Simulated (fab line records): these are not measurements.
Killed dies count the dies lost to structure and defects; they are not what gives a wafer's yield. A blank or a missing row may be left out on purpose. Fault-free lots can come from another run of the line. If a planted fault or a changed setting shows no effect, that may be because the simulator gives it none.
The same fault as seen by 2 desks / flow sfqLine / only its own numbers are on each desk; what lay behind them is given at the end

== TOOL OWNER'S DESK, pvdSputter-04 ==
The tool's own readings at SFQ_TRILAYER_M0_DEP_SPUTTER_019 (material Nb, target thk 200 nm, time 133.3 s): means of the sampled wafers that have a number, for each lot that ran on this tool. Marked OUT: a lot whose mean sits more than 4 standard deviations from the usual mean, which makes it out of limits; the brackets give that distance.
Columns: A = cathodeDcPowerW at SFQ_TRILAYER_M0_DEP_SPUTTER_019, usual 2000.0 W; B = throttleValvePct at SFQ_TRILAYER_M0_DEP_SPUTTER_019, usual 29.9 %
lot=L689; first seen here=day 9 07:40; A=2000.2; B=30.2
lot=L695; first seen here=day 11 05:26; A=2000.1; B=30.7
lot=L697; first seen here=day 11 17:16; A=2103.5 (+99 or more) OUT; B=31.2
lot=L698; first seen here=day 11 20:52; A=2103.3 (+99 or more) OUT; B=30.5
lot=L708; first seen here=day 15 15:52; A=2000.0; B=31.2
This desk's verdict: out of limits on L697, L698, starting with L697 at day 11 17:16 (cathodeDcPowerW at SFQ_TRILAYER_M0_DEP_SPUTTER_019). L689, L695, L708 stayed within limits.

== FROM THE METROLOGY DESK ==
Lot by lot, what the gauges showed, no matter which tool ran the lot: averages of those sampled wafers that carry a number. Marked OUT: a lot whose mean sits more than 4 standard deviations from the usual mean, which makes it out of limits; the brackets give that distance.
Columns: A = INCOMING_BOW at SFQ_INCOMING_BOW_MEAS_900, usual 0 um; B = M0_NB_RS at SFQ_M0_RS_MEAS_904, usual 0.885 ohm/sq; C = M1_NB_RS at SFQ_M1_RS_MEAS_909, usual 0.887 ohm/sq
lot=L687; first seen here=day 1 20:00; A=-4; B=0.879; C=0.897
lot=L689; first seen here=day 2 06:00; A=8; B=0.893; C=0.890
lot=L690; first seen here=day 2 11:01; A=-5; B=0.887; C=0.873
lot=L692; first seen here=day 2 21:00; A=3; B=0.882; C=0.873
lot=L695; first seen here=day 3 12:00; A=-9; B=0.888; C=0.873
lot=L696; first seen here=day 3 17:04; A=-2; B=0.889; C=0.911
lot=L697; first seen here=day 3 22:00; A=-5; B=0.843 (-4.5) OUT; C=0.889
lot=L698; first seen here=day 4 03:02; A=3; B=0.858; C=0.905
lot=L699; first seen here=day 4 08:01; A=-2; B=0.885; C=0.878
lot=L700; first seen here=day 4 13:02; A=3; B=0.881; C=0.895
lot=L704; first seen here=day 5 09:00; A=8; B=0.897; C=0.878
lot=L705; first seen here=day 5 14:01; A=1; B=0.885; C=0.886
lot=L706; first seen here=day 5 19:01; A=0; B=0.890; C=0.904
lot=L708; first seen here=day 6 05:02; A=-3; B=0.869; C=0.884
This desk's result: L697 out of limits, first on L697 (M0_NB_RS at SFQ_M0_RS_MEAS_904), day 11 17:22. L687, L689, L690, L692, L695, L696, L698, L699, L700, L704, L705, L706, L708 stayed within limits.

== ALL TOGETHER ==
An alarm could have come from the tool owner's desk at day 11 17:16, on L697, L698.
At day 11 17:22 the metrology desk could have sounded an alarm, on L697.
The metrology desk has L698 on record, within its limits.
On pvdSputter-04, each named lot ran SFQ_TRILAYER_M0_DEP_SPUTTER_019.

== WHAT THE SIMULATOR HAD INSERTED ==
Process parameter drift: pvdSputter-04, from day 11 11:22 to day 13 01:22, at SFQ_TRILAYER_M0_DEP_SPUTTER_019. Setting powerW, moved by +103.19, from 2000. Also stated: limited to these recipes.
Shown lots that were struck: L697, L698.
Hours from the fault's start to each desk's first reading out of limits: the tool owner's desk, 6; the metrology desk, 6.
